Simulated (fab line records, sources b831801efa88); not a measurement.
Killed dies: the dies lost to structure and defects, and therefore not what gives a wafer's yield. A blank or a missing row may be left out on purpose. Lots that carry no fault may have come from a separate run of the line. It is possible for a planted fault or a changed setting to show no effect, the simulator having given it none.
fab line records	flow sky130
[record] lots = 6	wafers = 18	lastDay = 50
route steps=708 shown METAL2@489 PAD_OPEN@708
lots that met no fault: from a run of the same line without faults
startH: start of the lot's first displayed wafer, in hours after the record's first day	waitH: hours since the lot's step before	" same as the row above	L1.1+2: a row that stands for several wafers	- no value, or no start was given	* or withheld: withheld	< > ~ a bound
route shown NAME@n: NAME is a module with steps in the file, n the number in the route of the first one	usual: mean and standard deviation over wafers with no fault	same: alike in all rows	chamber/n: place in a boat	sites: readings site by site	_std_site: the values' standard deviation	_edge_site: the outer-site mean with the inner-site mean subtracted	radiusMm: for every site, how far away it sits from the centre of the wafer	mask NAME#n: copy n	behind: the most recent tool/chamber to have shaped the wafer	hold: reason for holding the lot/hours on hold/outcome of the hold	device: whichever transistor did not switch (one of n, p or np)	end of line: the tests these same wafers got at the end of their route	a step without rows: its recipe alone	killed: at the first sort, the dies lost to defects and structure; wafer yield is something else	map: shows each die of a wafer: x if killed, . if not, _ if none is there
set.NAME: the run value of the setting; set.NAME@STEP: its run value at that earlier step	model.NAME: the simulator's own value behind a step, which no gauge read
certain route steps with their lots: each step a table, each wafer a row
services: from which hour (startH, from the record's first day; less than 0 if before it) a tool's chamber was out of use, for how many hours, and why
[[steps]]
[step SKY_METAL2_THK_MEAS_06]
[recipe] thkMeasGauge = xrf	reads = AlCu_of_METAL2_SPUTTER_02
[usual] METAL2_ALCU_THK = 253/3.8
lot.wafer	tool	chamber	startH	waitH	METAL2_ALCU_THK[nm]
L678.4	filmMetro-01	-	807.78	0.1	257
L678.5	"	-	"	"	256
L678.6	"	-	"	"	257
L685.1	filmMetro-02	-	865.92	0.1	251
L685.2	"	-	"	"	254
L685.5	"	-	"	"	257
L694.1	filmMetro-01	-	922.54	0.1	249
L694.3	"	-	"	"	250
L694.6	"	-	"	"	251
L695.3	filmMetro-03	-	927.95	0.1	256
L695.5	"	-	"	"	254
L695.6	"	-	"	"	248
L697.1	filmMetro-02	-	938.58	0.1	251
L697.2	"	-	"	"	250
L697.6	"	-	"	"	251
L698.1	filmMetro-02	-	950.90	0.1	252
L698.2	"	-	"	"	252
L698.4	"	-	"	"	257
[step SKY_METAL2_DEHYDRATE_07]
[recipe] tempC = 200	timeS = 60
[step SKY_METAL2_HMDS_08]
[recipe] primeTimeS = 60	primeTempC = 120
[step SKY_METAL2_COAT_09]
[recipe] resist = BARC	tempC = withheld	timeS = withheld	spinRpm = 3000	resistThkNm = 60
[step SKY_METAL2_COAT_10]
[recipe] resist = KrF-thick	spinRpm = 3000	resistThkNm = 450
[step SKY_METAL2_SOFTBAKE_11]
[recipe] tempC = 100	timeS = 90	resist = KrF-thick
[step SKY_METAL2_EXPOSE_12]
[recipe] maskId = MM2	na = 0.8	sourceShape = annular	sigmaInner = 0.55	sigmaOuter = 0.85	targetCdNm = 140	doseMj = 28
[step SKY_METAL2_PEB_13]
[recipe] pebTempC = withheld	pebTimeS = withheld	resist = KrF-thick
[step SKY_METAL2_DEVELOP_14]
[recipe] developTimeS = 60	resist = KrF-thick	devTempC = 21
[step SKY_METAL2_CD_MEAS_15]
[recipe] targetCdNm = 140
[usual] cdNm = 139.4/1.7
lot.wafer	tool	chamber	startH	waitH	cdNm
L678.4	cdSem-02	-	834.56	-	138.2
L678.5	"	-	"	"	138.6
L678.6	"	-	"	"	139.1
L685.1	cdSem-02	-	891.46	-	137.0
L685.2	"	-	"	"	138.8
L685.5	"	-	"	"	138.2
L694.1	cdSem-02	-	946.61	-	141.3
L694.3	"	-	"	"	141.6
L694.6	"	-	"	"	142.7
L695.3	cdSem-02	-	952.25	-	139.6
L695.5	"	-	"	"	140.2
L695.6	"	-	"	"	138.3
L697.1	cdSem-01	-	962.58	-	138.9
L697.2	"	-	"	"	137.9
L697.6	"	-	"	"	136.4
L698.1	cdSem-02	-	974.86	-	137.9
L698.2	"	-	"	"	138.6
L698.4	"	-	"	"	138.9
[step SKY_METAL2_OVL_MEAS_16]
[usual] METAL2_OVL = -2/4.9
lot.wafer	tool	chamber	startH	waitH	METAL2_OVL[nm]
L678.4	overlay-01	-	834.64	0.1	3
L678.5	"	-	"	"	-1
L678.6	"	-	"	"	-5
L685.1	overlay-02	-	891.58	0.1	-3
L685.2	"	-	"	"	-1
L685.5	"	-	"	"	3
L694.1	overlay-01	-	946.73	0.1	-3
L694.3	"	-	"	"	-3
L694.6	"	-	"	"	-5
L695.3	overlay-02	-	952.34	0.1	-3
L695.5	"	-	"	"	-2
L695.6	"	-	"	"	1
L697.1	overlay-02	-	962.70	0.1	-3
L697.2	"	-	"	"	-7
L697.6	"	-	"	"	6
L698.1	overlay-02	-	974.98	0.1	-8
L698.2	"	-	"	"	-10
L698.4	"	-	"	"	-8
[step SKY_METAL2_DESCUM_17]
[recipe] chemistry = O2	sourcePowerW = 150	biasPowerW = 0	pressureMtorr = 10	tempC = 40	timeS = 8
[usual] drypumpMotorCurrentA = 5.7/0.53	oesProductAu = 1.000/0.01	rfFwdPowerW = 147.3/1.1
[same] biasPowerW = 0
lot.wafer	tool	chamber	startH	waitH	drypumpMotorCurrentA	oesProductAu	rfFwdPowerW	rfHoursCounterH
L678.4	rieMetal-01	0	834.67	0.0	5.5	1.002	147.8	-
L678.5	"	0	"	"	5.4	0.996	148.2	-
L678.6	"	1	"	"	5.1	0.978	147.5	-
L685.1	rieMetal-01	1	891.61	0.0	5.1	0.985	147.0	15
L685.2	"	0	"	"	5.4	1.000	148.2	7
L685.5	"	1	"	"	5.1	0.978	146.2	-
L694.1	rieMetal-01	1	946.76	0.0	5.1	0.983	147.9	18
L694.3	"	0	"	"	5.4	0.997	149.0	-
L694.6	"	1	"	"	5.0	0.978	147.7	-
L695.3	rieMetal-01	0	952.37	0.0	5.4	0.990	148.3	-
L695.5	"	0	"	"	5.4	0.993	148.6	-
L695.6	"	1	"	"	5.1	0.982	147.2	-
L697.1	rieMetal-03	1	962.74	0.0	5.7	1.020	149.0	6
L697.2	"	1	"	"	5.7	1.006	148.5	-
L697.6	"	1	"	"	5.7	1.010	148.5	-
L698.1	rieMetal-02	1	975.01	0.0	6.3	1.013	146.7	5
L698.2	"	0	"	"	6.5	1.013	146.2	1
L698.4	"	1	"	"	6.3	1.010	146.5	-
[step SKY_METAL2_ETCH_18]
[recipe] chemistry = N2/H2	target = BARC	ionEnergyEv = 200	biasW = 100	pressureMtorr = 30	n2FlowSccm = 100	h2FlowSccm = 200	icpW = 500	stopOn = SiO2	timeS = 45.9	targetDepthA = 600
[usual] drypumpMotorCurrentA = 5.7/0.53	oesProductAu = 0.854/0.0049	rfFwdPowerW = 494.8/2.7	throttleValvePct = 13.225/0.0089
lot.wafer	tool	chamber	startH	waitH	drypumpMotorCurrentA	oesProductAu	rfFwdPowerW	rfHoursCounterH	throttleValvePct	model.KrF-thick_of_METAL2_COAT_10.thkNm
L678.4	rieMetal-01	0	834.71	0.0	5.4	0.863	498.4	-	13.223	393.3
L678.5	"	0	"	"	5.4	0.857	497.3	-	13.240	394
L678.6	"	1	"	"	5.1	0.856	495.2	-	13.223	395.1
L685.1	rieMetal-01	1	891.64	0.0	5.1	0.859	492.3	15	13.224	393.3
L685.2	"	0	"	"	5.4	0.855	492.7	7	13.224	393.4
L685.5	"	1	"	"	5.1	0.856	496.0	-	13.210	394.9
L694.1	rieMetal-01	1	946.79	0.0	5.0	0.849	414.4	18	13.233	399.6
L694.3	"	0	"	"	5.4	0.853	414.2	-	13.213	398.1
L694.6	"	1	"	"	5.1	0.855	415.4	-	13.210	401
L695.3	rieMetal-01	0	952.41	0.0	5.4	0.851	416.4	-	13.228	402.1
L695.5	"	0	"	"	5.4	0.849	419.6	-	13.235	399.7
L695.6	"	1	"	"	5.1	0.845	416.2	-	13.231	400.8
L697.1	rieMetal-03	1	962.80	0.1	5.7	0.851	498.2	6	13.232	391.7
L697.2	"	1	"	"	5.7	0.855	496.2	-	13.239	391.1
L697.6	"	1	"	"	5.7	0.851	500.2	-	13.222	390.6
L698.1	rieMetal-02	1	975.04	0.0	6.3	0.849	493.4	5	13.226	392.1
L698.2	"	0	"	"	6.5	0.850	493.1	1	13.222	392
L698.4	"	1	"	"	6.3	0.849	492.1	-	13.230	391.9
[step SKY_METAL2_METAL_ETCH_19]
[recipe] targetDepthA = 3600	stopOn = SiO2	overEtchFrac = 0.3	timeS = 78	chemistry = Cl2/BCl3	resistSidewallDeg = 88	pressureMtorr = 10	icpW = 900	biasW = 48.5	Cl2_flow_sccm = 60	bcl3FlowSccm = 30
[usual] bcl3FlowSccm = 30.00/0.084	drypumpMotorCurrentA = 5.7/0.53	oesProductAu = 0.855/0.0067	rfFwdPowerW = 894/3.6	throttleValvePct = 22.264/0.0093
lot.wafer	tool	chamber	startH	waitH	bcl3FlowSccm	drypumpMotorCurrentA	oesProductAu	rfFwdPowerW	rfHoursCounterH	throttleValvePct
L678.4	rieMetal-01	0	834.79	0.1	30.10	5.4	0.867	895	-	22.273
L678.5	"	0	"	"	30.18	5.4	0.866	899	-	22.280
L678.6	"	1	"	"	29.76	5.1	0.855	897	-	22.279
L685.1	rieMetal-01	1	891.71	0.0	30.20	5.1	0.852	893	15	22.264
L685.2	"	0	"	"	29.92	5.4	0.859	895	7	22.260
L685.5	"	1	"	"	30.05	5.1	0.851	891	-	22.266
L694.1	rieMetal-01	1	946.86	0.0	29.98	5.1	0.846	895	18	22.254
L694.3	"	0	"	"	29.94	5.4	0.846	892	-	22.259
L694.6	"	1	"	"	30.02	5.1	0.849	895	-	22.269
L695.3	rieMetal-01	0	952.49	0.1	30.18	5.5	0.852	894	-	22.267
L695.5	"	0	"	"	30.04	5.4	0.859	899	-	22.249
L695.6	"	1	"	"	29.91	5.1	0.846	891	-	22.266
L697.1	rieMetal-03	1	962.93	0.1	29.91	5.7	0.842	898	6	22.276
L697.2	"	1	"	"	29.97	5.7	0.858	899	-	22.252
L697.6	"	1	"	"	30.00	5.7	0.854	897	-	22.273
L698.1	rieMetal-02	1	975.11	0.0	29.95	6.3	0.860	887	5	22.277
L698.2	"	0	"	"	30.11	6.5	0.854	891	1	22.258
L698.4	"	1	"	"	29.95	6.3	0.867	888	-	22.254
[step SKY_PAD_OPEN_PROBE_99]
[usual] defectLimitedYield = 82.6/1.7	killed_at_M0_to_M3 = 42/6.4	killed_at_M4_up = 3.2/1.9	killedAtContacts = 24/4.8	killedAtFrontEnd = 16/4.4	killedAtOther = 0.3/0.55	killedDies = 86/8.6	killedOpen = 46/6.6	killedShort = 39/5.7	sort_bin_3_pad_short = 0.8/0.41	sort_bin_5_function = 10.3/1.5	sort_bin_6_memory = 6.3/1	sortNPass = 406/8.6	sortYieldPct = 82.6/1.7
[same] grossDies = 492	killedAtBackSide = 0	sort_bin_4_leakage[%] = 0	sort_bin_8_speed[%] = 0
lot.wafer	tool	chamber	startH	waitH	defectLimitedYield[%]	killed_at_M0_to_M3	killed_at_M4_up	killedAtContacts	killedAtFrontEnd	killedAtOther	killedDies	killedOpen	killedShort	sort_bin_3_pad_short[%]	sort_bin_5_function[%]	sort_bin_6_memory[%]	sortNPass	sortYieldPct[%]
L678.4	prober-02	-	1084.20	0.2	84.6	34	2	25	15	0	76	42	33	0.6	8.1	6.7	416	84.6
L678.5	prober-02	-	1084.25	0.2	83.7	41	5	17	17	0	80	37	43	0.8	10.6	4.9	412	83.7
L678.6	prober-02	-	1084.30	0.2	82.9	48	0	23	13	0	84	48	35	0.8	9.6	6.7	408	82.9
L685.2	prober-02	-	1130.75	0.1	82.7	38	0	28	19	0	85	49	35	1.2	10.0	6.1	407	82.7
L694.1	prober-01	-	1172.37	0.1	82.3	47	3	21	16	0	87	48	39	0.6	8.3	8.7	405	82.3
L694.3	prober-01	-	1172.47	0.2	85.6	40	2	20	9	0	71	37	34	1.4	8.5	4.5	421	85.6
L694.6	prober-01	-	1172.62	0.2	83.7	40	6	15	19	0	80	41	39	0.8	9.1	6.3	412	83.7
L695.3	prober-02	-	1174.39	0.2	81.5	39	5	25	21	1	91	48	40	0.6	10.8	7.1	401	81.5
L695.5	prober-02	-	1174.49	0.2	83.3	41	2	21	18	0	82	42	40	0.8	11.4	4.5	410	83.3
L695.6	prober-02	-	1174.54	0.2	81.9	49	3	19	18	0	89	48	41	1.2	10.2	6.7	403	81.9
L698.1	prober-02	-	1191.57	0.1	83.1	40	2	21	20	0	83	52	31	1.4	8.9	6.5	409	83.1
L698.2	prober-02	-	1191.62	0.1	85.2	45	3	13	12	0	73	37	36	1.4	9.6	3.9	419	85.2
L698.4	prober-02	-	1191.72	0.2	82.9	41	1	25	16	1	84	46	38	0.6	10.4	6.1	408	82.9
// killed by level:class
L678.4 LOCAL_INTERCONNECT:geometricParticle:short=8 POLY_GATE:geometricParticle:open=7 VIA2:geometricParticle:open=7 VIA3:geometricParticle:open=7 CONTACT:geometricParticle:open=6 METAL1:geometricParticle:short=6 VIA1:geometricParticle:open=5 POLY_GATE:geometricParticle:short=4
L678.5 METAL2:geometricParticle:short=8 VIA1:geometricParticle:open=6 FIELD_ISO:geometricParticle:short=5 CONTACT:geometricParticle:open=5 METAL1:geometricParticle:short=5 VIA2:geometricParticle:open=5 POLY_GATE:geometricParticle:open=4 LOCAL_INTERCONNECT:geometricParticle:short=4
L678.6 LOCAL_INTERCONNECT:geometricParticle:short=8 METAL1:geometricParticle:short=8 VIA1:geometricParticle:open=8 VIA3:geometricParticle:open=8 VIA2:geometricParticle:open=7 LI_CONTACT:geometricParticle:open=5 METAL1:geometricParticle:open=5 CONTACT:geometricParticle:short=4
L685.2 VIA1:geometricParticle:open=13 CONTACT:geometricParticle:open=9 CONTACT:geometricParticle:short=6 LI_CONTACT:geometricParticle:open=6 METAL2:geometricParticle:short=5 VIA2:geometricParticle:open=5 FIELD_ISO:geometricParticle:short=4 POLY_GATE:geometricParticle:open=4
L694.1 VIA3:geometricParticle:open=12 VIA1:geometricParticle:open=8 POLY_GATE:geometricParticle:open=6 METAL1:geometricParticle:short=6 METAL2:geometricParticle:short=6 LI_CONTACT:geometricParticle:open=5 CONTACT:geometricParticle:short=5 CONTACT:geometricParticle:open=5
L694.3 VIA1:geometricParticle:open=9 LI_CONTACT:geometricParticle:open=6 METAL1:geometricParticle:short=6 VIA3:geometricParticle:open=6 LI_CONTACT:geometricParticle:short=5 METAL2:geometricParticle:short=5 CONTACT:geometricParticle:open=4 VIA2:geometricParticle:short=4
L694.6 VIA1:geometricParticle:open=11 CONTACT:geometricParticle:open=7 VIA1:geometricParticle:short=6 METAL2:geometricParticle:short=6 VIA2:geometricParticle:open=6 FIELD_ISO:geometricParticle:short=5 LI_CONTACT:geometricParticle:open=5 POLY_GATE:geometricParticle:short=5
L695.3 CONTACT:geometricParticle:open=9 VIA1:geometricParticle:open=9 VIA3:geometricParticle:open=8 FIELD_ISO:geometricParticle:short=6 LI_CONTACT:geometricParticle:open=6 METAL2:geometricParticle:short=5 VIA2:geometricParticle:open=5 FIELD_ISO:geometricParticle:open=4
L695.5 VIA1:geometricParticle:open=8 LI_CONTACT:geometricParticle:open=7 VIA1:geometricParticle:short=7 VIA2:geometricParticle:open=7 VIA3:geometricParticle:open=6 POLY_GATE:geometricParticle:short=5 POLY_GATE:geometricParticle:open=5 FIELD_ISO:geometricParticle:short=4
L695.6 VIA1:geometricParticle:open=12 CONTACT:geometricParticle:open=8 METAL2:geometricParticle:short=7 VIA3:geometricParticle:open=7 METAL1:geometricParticle:short=6 VIA2:geometricParticle:open=6 LI_CONTACT:geometricParticle:open=5 FIELD_ISO:geometricParticle:short=4
L698.1 CONTACT:geometricParticle:open=12 VIA3:geometricParticle:open=11 FIELD_ISO:geometricParticle:open=8 VIA1:geometricParticle:open=5 VIA2:geometricParticle:open=5 LI_CONTACT:geometricParticle:open=4 FIELD_ISO:geometricParticle:short=4 VIA1:geometricParticle:short=4
L698.2 VIA1:geometricParticle:open=7 VIA3:geometricParticle:open=7 VIA1:geometricParticle:short=6 VIA2:geometricParticle:open=6 VIA2:geometricParticle:short=5 LI_CONTACT:geometricParticle:open=4 VIA3:geometricParticle:short=4 POLY_GATE:geometricParticle:open=3
L698.4 CONTACT:geometricParticle:open=10 LI_CONTACT:geometricParticle:open=8 VIA3:geometricParticle:open=8 VIA1:geometricParticle:short=7 FIELD_ISO:geometricParticle:short=5 METAL1:geometricParticle:short=5 VIA1:geometricParticle:open=5 METAL2:geometricParticle:short=4
[[services]]
tool	chamber	startH	hours	kind
rieMetal-03	1	840.72	-	clean
rieMetal-03	1	840.72	20.7	scheduledDown
rieMetal-03	1	840.72	20.7	ventCycle
rieMetal-01	0	873.71	8.3	repair
rieMetal-02	1	883.02	-	clean
rieMetal-02	1	883.02	17.7	scheduledDown
rieMetal-02	1	883.02	17.7	ventCycle
rieMetal-01	0	892.26	5.2	repair
rieMetal-03	-	901.08	0.5	repair
rieMetal-02	0	915.39	-	clean
rieMetal-02	0	915.39	32.9	scheduledDown
rieMetal-02	0	915.39	32.9	ventCycle
rieMetal-03	0	933.68	112.1	repair
[[key]]
[firstSign] step = SKY_METAL2_ETCH_18	reading = rfFwdPowerW	direction = down	sigmas = 29	usual = 494.8	struck = 416.0
effect none on later readings
[modelEffect] step = SKY_METAL2_ETCH_18	value = KrF-thick_of_METAL2_COAT_10.thkNm	without = 394.1	struck = 400.2
metAt SKY_METAL2_ETCH_18
struckWafers L694.1,L694.3,L694.6,L695.3,L695.5,L695.6
onsetBetween 891.64 946.79
[fault] kind = processParameterDrift	tool = rieMetal-01	chamber = -	onsetH = 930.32	steps = SKY_METAL2_ETCH_18	channel = icpW	offset = -80	shape = step	endH = 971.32	actsIn = theseRecipesOnly	stated = 500
